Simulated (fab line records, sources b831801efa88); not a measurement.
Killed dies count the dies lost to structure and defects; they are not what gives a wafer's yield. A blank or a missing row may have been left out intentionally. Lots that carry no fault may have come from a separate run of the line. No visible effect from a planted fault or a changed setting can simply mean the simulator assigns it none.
Which of the tools did it? -- flow sfqLine -- Sampling: 6 lots, 18 wafers, 3 of 325 route steps

## WHAT EACH GAUGE READ, for each wafer
SFQ_M3_RS_MEAS_919: measurement is done with a four-point probe.
lot,measured,on,M3_NB_RS (ohm/sq)
L403,day 33 11:16,filmMetro-04,0.886 0.875 0.884
L406,day 33 20:55,filmMetro-01,0.891 0.888 0.890
L410,day 40 11:35,filmMetro-03,0.875 0.867 0.886
L414,day 42 03:11,filmMetro-03,0.878 0.880 1.218 0.878 0.879 1.220
L421,day 44 15:29,filmMetro-03,0.878 0.891 0.886
L423,day 45 13:16,filmMetro-01,0.912 0.894 0.907

## EACH LOT AND THE TOOL THAT RAN IT (in order: tool; ch and the chambers of the sampled wafers; start)
lot,SFQ_TRILAYER_L0_CAP_PECVD_011,SFQ_TRILAYER_M3_DEP_SPUTTER_073
L403,"pecvd-04 ch 0,2, day 4 22:19","pvdSputter-06, day 33 11:11"
L406,"pecvd-03 ch 0,1,2, day 5 15:23","pvdSputter-06, day 33 20:47"
L410,"pecvd-02 ch 0,1, day 6 12:29","pvdSputter-04, day 40 11:30"
L414,"pecvd-04 ch 0,1, day 7 14:06","pvdSputter-06, day 42 03:06"
L421,"pecvd-02 ch 0,1, day 9 12:35","pvdSputter-04, day 44 15:23"
L423,"pecvd-02 ch 0,2, day 10 04:41","pvdSputter-04, day 45 13:10"
- SFQ_TRILAYER_L0_CAP_PECVD_011: deposits SiO2 from SiH4/N2O, time 13.333 s, target thk 60 nm.
- SFQ_TRILAYER_M3_DEP_SPUTTER_073: material Nb, target thk 200 nm, time 133.3 s.

## THE ANSWER, worked out from the rows above alone
Rule: usual is defined by the lots themselves. The widest of any qualifying gaps counts: lots, ordered by their means at a reading, are off when they make up no more than a third of the lots, leave a main group of 4 or more, and stand apart from it by 3 or more times the standard deviation of that group's means. A main group is skipped when, at the precision printed for the reading in the tables above, its means are all equal. A lot without any number at a reading at which 4 lots or more have one is off too. All remaining lots with rows at the step are treated as sound.
Off: L414, seen at SFQ_M3_RS_MEAS_919 (M3_NB_RS). Mean 0.887 ohm/sq and standard deviation 0.0096 in the main group.
If a tool, at a process step before that reading, ran all the lots that are off and no sound lot after the first of them, it fits. The gauges at SFQ_M3_RS_MEAS_919 are tried like those tools. This does not decide it: 2 tools fit, namely pecvd-04 at SFQ_TRILAYER_L0_CAP_PECVD_011 and pvdSputter-06 at SFQ_TRILAYER_M3_DEP_SPUTTER_073.

## WHAT WAS PUT IN BY THE SIMULATOR
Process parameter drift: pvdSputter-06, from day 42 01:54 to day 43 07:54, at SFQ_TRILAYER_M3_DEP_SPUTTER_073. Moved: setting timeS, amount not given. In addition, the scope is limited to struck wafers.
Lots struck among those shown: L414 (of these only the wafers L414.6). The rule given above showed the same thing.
